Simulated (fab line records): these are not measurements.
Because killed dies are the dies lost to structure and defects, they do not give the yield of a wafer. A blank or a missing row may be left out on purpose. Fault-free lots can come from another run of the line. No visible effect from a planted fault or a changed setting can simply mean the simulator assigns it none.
fab line records	flow sky130
record lots=6	wafers=18	last-day=50
route steps=708 shown FIELD_ISO@3
lots that met no fault: taken from a fault-free run of the same line
start-h: the number of hours between the record's first day and the start of the first shown wafer of the lot	wait-h: how many hours have passed since the lot's step before this one	" repeats the value in the row above	L1.1+2: one row covering several wafers at once	- no value present, or no start provided	* or withheld: withheld	< > ~ a bound
route shown NAME@n: names a module that has steps shown in the file, with the first one's number in the route	usual: mean/standard deviation taken from wafers without a fault	same: alike in all rows	chamber/n: place in a boat	sites: per-site readings	_std_site: standard deviation of those values	_edge_site: the outer-site mean with the inner-site mean subtracted	radius-mm: for every site, how far away it sits from the centre of the wafer	mask NAME#n: copy n	behind: the most recent tool/chamber to have shaped the wafer	hold: the reason the lot was held/the length of the hold in hours/how it ended	device: the n, p or np transistor that did not switch	end of line: the same wafers' tests at the end of the route	a step given without rows: its recipe and nothing more	killed: count of dies lost to structure and defects at first sort (not the wafer's yield)	map: dies across one wafer; x = killed, . = not, _ = none there
set.NAME: the run value of the setting; set.NAME@STEP: its run value at that earlier step	model.NAME: the simulator's own value behind a step, which no gauge read
certain route steps with their lots: each step a table, each wafer a row
services: the hour from which a tool's chamber was out of use, counted from the record's first day as start-h (under 0 if before that day), plus the number of hours and why
## steps
# step SKY_FIELD_ISO_THK_MEAS_02
# recipe reads=SiO2_of_FIELD_ISO_OXIDATION_01
# usual FIELD_ISO_OXIDATION_00_THK=12.01/0.26
lot.wafer	tool	chamber	start-h	wait-h	FIELD_ISO_OXIDATION_00_THK[nm]
L387.3	film-metro-03	-	38.20	0.0	11.64
L387.4	"	-	"	"	11.59
L387.5	"	-	"	"	11.55
L390.1	film-metro-03	-	51.63	0.0	12.28
L390.2	"	-	"	"	12.11
L390.4	"	-	"	"	12.29
L391.3	film-metro-02	-	56.65	0.0	11.91
L391.4	"	-	"	"	11.73
L391.6	"	-	"	"	12.14
L395.2	film-metro-01	-	76.64	0.0	11.98
L395.5	"	-	"	"	11.70
L395.6	"	-	"	"	12.06
L402.1	film-metro-03	-	115.62	0.0	12.01
L402.5	"	-	"	"	12.20
L402.6	"	-	"	"	11.95
L405.1	film-metro-01	-	127.38	0.0	12.22
L405.5	"	-	"	"	12.42
L405.6	"	-	"	"	12.56
# step SKY_FIELD_ISO_CVD_03
# recipe material=Si3N4	precursor=DCS/NH3	target-thk-nm=165	temp-c=770	time-s=2830	pressure-mtorr=257.2
# step SKY_FIELD_ISO_THK_MEAS_04
# recipe reads=Si3N4_of_FIELD_ISO_CVD_03
# usual FIELD_ISO_CVD_03_THK=166.6/1.8
lot.wafer	tool	chamber	start-h	wait-h	FIELD_ISO_CVD_03_THK[nm]
L387.3	film-metro-01	-	40.05	0.0	164.8
L387.4	"	-	"	"	164.0
L387.5	"	-	"	"	165.6
L390.1	film-metro-02	-	54.48	0.0	166.8
L390.2	"	-	"	"	164.9
L390.4	"	-	"	"	166.8
L391.3	film-metro-02	-	59.44	0.0	170.4
L391.4	"	-	"	"	168.8
L391.6	"	-	"	"	169.2
L395.2	film-metro-03	-	78.54	0.0	163.4
L395.5	"	-	"	"	165.5
L395.6	"	-	"	"	165.1
L402.1	film-metro-02	-	117.46	0.0	167.9
L402.5	"	-	"	"	167.8
L402.6	"	-	"	"	168.1
L405.1	film-metro-02	-	130.65	0.0	166.1
L405.5	"	-	"	"	167.4
L405.6	"	-	"	"	167.0
# step SKY_FIELD_ISO_DEHYDRATE_05
# recipe temp-c=200	time-s=60
# step SKY_FIELD_ISO_HMDS_06
# recipe prime-time-s=60	prime-temp-c=120
# step SKY_FIELD_ISO_COAT_07
# recipe resist=BARC	temp-c=withheld	time-s=withheld	spin-rpm=3000	resist-thk-nm=60
# step SKY_FIELD_ISO_COAT_08
# recipe resist=KrF-thick	spin-rpm=3000	resist-thk-nm=450
# step SKY_FIELD_ISO_SOFTBAKE_09
# recipe temp-c=100	time-s=90	resist=KrF-thick
# step SKY_FIELD_ISO_EXPOSE_10
# recipe mask-id=FOM	na=0.68	source-shape=annular	sigma-inner=0.4	sigma-outer=0.8	target-cd-nm=150	dose-mj=28
# step SKY_FIELD_ISO_PEB_11
# recipe peb-temp-c=withheld	peb-time-s=withheld	resist=KrF-thick
# step SKY_FIELD_ISO_DEVELOP_12
# recipe develop-time-s=60	resist=KrF-thick	dev-temp-c=21
# step SKY_FIELD_ISO_CD_MEAS_13
# recipe target-cd-nm=150
# usual cd-nm=149.9/1.6
lot.wafer	tool	chamber	start-h	wait-h	cd-nm
L387.3	cd-sem-02	-	55.07	-	147.0
L387.4	"	-	"	"	147.4
L387.5	"	-	"	"	147.0
L390.1	cd-sem-01	-	71.30	-	148.6
L390.2	"	-	"	"	149.4
L390.4	"	-	"	"	148.4
L391.3	cd-sem-01	-	76.16	-	146.7
L391.4	"	-	"	"	147.6
L391.6	"	-	"	"	148.8
L395.2	cd-sem-01	-	95.99	-	151.0
L395.5	"	-	"	"	150.2
L395.6	"	-	"	"	149.7
L402.1	cd-sem-02	-	135.78	-	150.0
L402.5	"	-	"	"	149.1
L402.6	"	-	"	"	151.7
L405.1	cd-sem-02	-	150.02	-	150.1
L405.5	"	-	"	"	150.0
L405.6	"	-	"	"	150.4
# step SKY_FIELD_ISO_ETCH_14
# recipe chemistry=N2/H2	target=BARC	ion-energy-ev=200	source-w=500	bias-w=100	pressure-mtorr=30	n2-flow-sccm=100	h2-flow-sccm=200	stop-on=SiO2	time-s=43.93	target-depth-a=600
# usual bias-w=100.0/0.3	chamber-pressure-mTorr=29.996/0.027	drypump-motor-current-A=5.7/0.42	h2-flow-sccm=200.1/0.66	oes-product-au=0.876/0.0047	throttle-valve-pct=13.227/0.0086
lot.wafer	tool	chamber	start-h	wait-h	bias-w	chamber-pressure-mTorr	drypump-motor-current-A	h2-flow-sccm	oes-product-au	rf-hours-counter-h	throttle-valve-pct	model.KrF-thick_of_FIELD_ISO_COAT_08.thk-nm
L387.3	rie-diel-04	0	55.15	0.1	100.1	29.962	5.4	200.5	0.877	4	13.216	395.9
L387.4	"	2	"	"	99.9	30.005	6.0	199.6	0.871	168	13.247	395.2
L387.5	"	1	"	"	99.2	29.970	5.6	200.5	0.871	-	13.238	393
L390.1	rie-diel-04	0	71.42	0.1	-	-	-	-	-	-	-	435.6
L390.2	"	1	"	"	-	-	-	-	-	-	-	434.7
L390.4	"	3	"	"	-	-	-	-	-	-	-	434.4
L391.3	rie-diel-01	2	76.24	0.1	-	-	-	-	-	-	-	436.9
L391.4	"	0	"	"	-	-	-	-	-	-	-	435.5
L391.6	"	3	"	"	-	-	-	-	-	-	-	435.2
L395.2	rie-diel-04	2	96.09	0.1	100.2	29.980	6.0	199.7	0.872	0	13.232	395.1
L395.5	"	2	"	"	100.2	30.029	6.0	200.5	0.883	-	13.216	394.6
L395.6	"	1	"	"	100.1	29.942	5.7	200.1	0.880	-	13.241	395.9
L402.1	rie-diel-04	1	135.90	0.1	100.0	29.997	5.6	198.7	0.873	130	13.219	394.3
L402.5	"	1	"	"	100.1	30.019	5.6	198.8	0.877	-	13.220	394.1
L402.6	"	2	"	"	100.1	30.020	6.0	200.4	0.872	-	13.219	393.8
L405.1	rie-diel-01	2	150.14	0.1	100.3	29.970	6.1	198.4	0.879	5	13.228	395.9
L405.5	"	3	"	"	100.5	30.023	5.6	201.0	0.881	-	13.241	394.8
L405.6	"	0	"	"	100.0	30.043	4.8	200.6	0.877	-	13.231	396.1
# step SKY_FIELD_ISO_ETCH_15
# recipe chemistry=CHF3/O2	target-depth-nm=180	stop-on=Si	source-w=600	bias-w=200	pressure-mtorr=40	chf3-flow-sccm=50	O2_flow_sccm=5	time-s=72
# usual O2_flow_sccm=4.999/0.015	bias-w=200.0/0.59	drypump-motor-current-A=5.7/0.42	oes-product-au=0.952/0.0077	throttle-valve-pct=8.846/0.0099
lot.wafer	tool	chamber	start-h	wait-h	O2_flow_sccm	bias-w	drypump-motor-current-A	oes-product-au	rf-hours-counter-h	throttle-valve-pct	model.KrF-thick_of_FIELD_ISO_COAT_08.thk-nm
L387.3	rie-diel-04	0	55.20	0.0	5.010	200.4	5.4	0.945	4	8.846	241.8
L387.4	"	2	"	"	4.975	200.6	6.0	0.936	168	8.842	240.9
L387.5	"	1	"	"	4.996	199.5	5.6	0.951	-	8.830	236.9
L390.1	rie-diel-04	0	71.46	0.0	4.995	200.2	5.4	0.373	4	8.687	279.1
L390.2	"	1	"	"	4.979	200.4	5.6	0.375	129	8.662	275.8
L390.4	"	3	"	"	4.993	200.2	6.3	0.373	43	8.674	275
L391.3	rie-diel-01	2	76.29	0.0	5.018	200.2	6.1	0.375	4	8.678	279.4
L391.4	"	0	"	"	5.030	199.3	4.8	0.382	5	8.686	281.2
L391.6	"	3	"	"	4.981	201.0	5.6	0.377	-	8.658	282.8
L395.2	rie-diel-04	2	96.14	0.0	4.980	200.3	6.0	0.947	0	8.847	240.1
L395.5	"	2	"	"	4.975	200.3	6.0	0.957	-	8.848	239.7
L395.6	"	1	"	"	4.989	200.5	5.6	0.939	-	8.854	241.1
L402.1	rie-diel-04	1	135.95	0.0	4.982	200.8	5.7	0.955	130	8.864	237.4
L402.5	"	1	"	"	4.986	200.1	5.7	0.950	-	8.832	236.2
L402.6	"	2	"	"	4.977	199.8	6.0	0.961	-	8.838	235.7
L405.1	rie-diel-01	2	150.18	0.0	4.990	199.0	6.1	0.948	5	8.850	236.9
L405.5	"	3	"	"	4.991	199.5	5.5	0.951	-	8.847	243.3
L405.6	"	0	"	"	5.021	200.3	4.8	0.950	-	8.839	239.1
# step SKY_FIELD_ISO_STRIP_16
# recipe chemistry=O2/N2	power-w=1400	pressure-mtorr=1500	platen-temp-c=withheld	o2-flow-sccm=3000	n2-flow-sccm=300	overash-fraction=0.5
# usual drypump-motor-current-A=5.79/0.29	oes-product-au=0.379/0.0047	strip-time-to-endpoint-s=3.564/0.03
lot.wafer	tool	chamber	start-h	wait-h	drypump-motor-current-A	oes-product-au	rf-hours-counter-h	strip-time-to-endpoint-s
L387.3	plasma-asher-04	1	55.29	0.1	5.77	0.377	-	3.595
L387.4	"	0	"	"	6.22	0.380	-	3.604
L387.5	"	1	"	"	5.80	0.383	-	3.550
L390.1	plasma-asher-04	0	71.52	0.0	6.22	0.407	26	4.009
L390.2	"	1	"	"	5.77	0.397	26	3.970
L390.4	"	1	"	"	5.77	0.395	-	3.968
L391.3	plasma-asher-01	0	76.38	0.1	5.58	0.401	-	4.015
L391.4	"	1	"	"	5.80	0.401	-	4.016
L391.6	"	1	"	"	5.78	0.401	-	4.035
L395.2	plasma-asher-01	0	96.19	0.0	5.59	0.382	39	3.583
L395.5	"	0	"	"	5.62	0.380	-	3.582
L395.6	"	1	"	"	5.84	0.377	-	3.597
L402.1	plasma-asher-04	0	136.00	0.0	6.24	0.381	34	3.565
L402.5	"	1	"	"	5.79	0.381	-	3.563
L402.6	"	0	"	"	6.22	0.380	-	3.534
L405.1	plasma-asher-01	1	150.24	0.0	5.87	0.373	46	3.558
L405.5	"	1	"	"	5.84	0.374	-	3.623
L405.6	"	0	"	"	5.58	0.382	-	3.568
# step SKY_FIELD_ISO_ETCH_17
# recipe target-depth-a=3420	mask-material=Si3N4	chemistry=HBr/Cl2/O2	target=Si	taper-deg=5	icp-w=600	bias-w=150	pressure-mtorr=15	HBr_flow_sccm=150	Cl2_flow_sccm=40	O2_flow_sccm=6	time-s=97.7
# usual HBr_flow_sccm=150.0/0.44	O2_flow_sccm=5.998/0.019	drypump-motor-current-A=5.9/0.44	oes-product-au=1.004/0.011	throttle-valve-pct=25.654/0.012
lot.wafer	tool	chamber	start-h	wait-h	HBr_flow_sccm	O2_flow_sccm	drypump-motor-current-A	oes-product-au	rf-hours-counter-h	throttle-valve-pct
L387.3	rie-si-02	1	55.35	0.0	150.1	5.994	5.2	1.021	45	25.653
L387.4	"	0	"	"	149.6	6.001	5.2	1.001	15	25.664
L387.5	"	3	"	"	150.7	6.030	6.3	1.013	-	25.659
L390.1	rie-si-01	1	71.62	0.1	150.2	6.001	6.0	0.999	16	25.651
L390.2	"	3	"	"	149.3	6.024	6.2	1.005	47	25.668
L390.4	"	0	"	"	150.4	5.988	6.4	0.985	54	25.668
L391.3	rie-si-02	3	76.44	0.0	149.4	5.984	6.3	1.018	36	25.643
L391.4	"	1	"	"	149.3	5.990	5.2	0.999	46	25.642
L391.6	"	2	"	"	150.3	5.986	5.9	1.006	-	25.661
L395.2	rie-si-01	3	96.29	0.1	150.0	6.033	6.2	0.991	47	25.660
L395.5	"	1	"	"	149.9	6.008	6.0	1.000	-	25.646
L395.6	"	2	"	"	150.3	5.978	6.2	1.012	-	25.647
L402.1	rie-si-02	0	136.10	0.1	149.4	5.967	5.2	0.988	16	25.681
L402.5	"	1	"	"	149.7	6.039	5.2	1.015	-	25.645
L402.6	"	0	"	"	150.2	5.973	5.2	0.992	-	25.653
L405.1	rie-si-02	2	150.34	0.1	149.8	5.975	5.9	1.016	108	25.634
L405.5	"	2	"	"	149.9	6.007	5.9	1.005	-	25.658
L405.6	"	3	"	"	150.3	5.961	6.3	1.021	-	25.655
## services
tool	chamber	start-h	hours	kind
rie-si-02	2	69.44	4.4	repair
rie-diel-04	2	74.42	-	clean
rie-diel-04	2	74.42	13.6	scheduled-down
rie-diel-04	2	74.42	13.6	vent-cycle
rie-diel-04	0	97.80	4.4	repair
rie-si-02	0	107.10	14.9	repair
rie-diel-04	1	114.10	7.7	repair
rie-diel-04	0	123.06	14.4	repair
rie-si-02	2	137.61	4.0	repair
rie-si-01	1	145.31	12.8	repair
## key
first-sign step=SKY_FIELD_ISO_ETCH_14	reading=tool-record	direction=missing
effect step=SKY_FIELD_ISO_ETCH_15	reading=oes-product-au	direction=down	sigmas=75	usual=0.952	struck=0.376
effect step=SKY_FIELD_ISO_STRIP_16	reading=strip-time-to-endpoint-s	direction=up	sigmas=15	usual=*	struck=*
model-effect step=SKY_FIELD_ISO_ETCH_14	value=KrF-thick_of_FIELD_ISO_COAT_08.thk-nm	without=394.2	struck=435.4
model-effect step=SKY_FIELD_ISO_ETCH_15	value=KrF-thick_of_FIELD_ISO_COAT_08.thk-nm	without=237.7	struck=278.9
met-at SKY_FIELD_ISO_ETCH_14
struck-wafers L390.1,L390.2,L390.4,L391.3,L391.4,L391.6
later-rows-left-out L390.1,L390.2,L390.4,L391.3,L391.4,L391.6
sort-left-out L390.1,L390.2,L390.4,L391.3,L391.4,L391.6
tester-left-out L390,L391
onset-between 55.15 71.42
fault kind=skipped-step-whole	tool=rie-diel-01,rie-diel-04	chamber=-	onset-h=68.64	steps=SKY_FIELD_ISO_ETCH_14	scope=struck-lots-only
# tester-left-out: of these lots the tester's yield and bins aren't shown, on N5 and GAA mostly nor the transistor test; their killed dies are dies lost to structure and defects alone, not to doping, threshold or leakage, so they don't give the yield
# sort-left-out: the simulated sort isn't trusted on such a fault, so these wafers' sort isn't shown, and their yield isn't known
# later-rows-left-out: the simulator's readings of these wafers behind a module that went badly wrong aren't trusted and aren't shown, but for the sort
